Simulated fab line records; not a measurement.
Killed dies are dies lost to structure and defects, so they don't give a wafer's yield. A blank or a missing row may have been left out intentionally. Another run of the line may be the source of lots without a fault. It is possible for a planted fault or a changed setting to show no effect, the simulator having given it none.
Matching of chambers ; flow sky130 ; SKY_PASSIVATION_ETCH_11 on rie-diel-01: 4 sister chambers
The step etches the open film in CF4/O2, stops on AlCu, target depth 725 nm, time 161.1 s. 4 wafers are shown with their chamber, then 9 later ones without.

## WAFERS PAIRED WITH THEIR CHAMBERS
wafer;chamber;drypump-motor-current-A (A)
L085.5;3;4.9
L087.1;0;5.7
L087.2;2;5.5
L087.4;1;6.3

## WAFERS WHOSE CHAMBER IS MISSING
wafer;drypump-motor-current-A (A)
L092.3;5.6
L092.4;5.6
L092.6;4.9
L094.3;5.6
L094.5;4.9
L094.6;5.6
L097.1;6.3
L097.2;4.9
L097.3;5.5

## THE CHAMBER EACH PASSED THROUGH
wafer;from the rows above;in truth
L092.3;can't be placed: 2 or 0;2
L092.4;can't be placed: 2 or 0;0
L092.6;3;3
L094.3;can't be placed: 2 or 0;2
L094.5;3;3
L094.6;can't be placed: 2 or 0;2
L097.1;1;1
L097.2;3;3
L097.3;2;2
Correct placement for 5 of the 9. Unplaceable from these rows: 4, with the true chamber sitting among the candidates in 4. 0 placed wrongly.
How it was worked out, from the rows above alone: a wafer's distance from a chamber is the root of the sum, over the readings, of the square of ((its reading less the chamber's mean) divided by the reading's scatter). The wafer belongs to the nearest chamber; if the next one is less than 2 further off, it can't be placed. For every chamber, the mean is computed from those of its wafers that are shown. The scatter (one wafer shown for each chamber): square how far every hidden wafer sits from the nearest shown wafer, average those squares and take the square root.
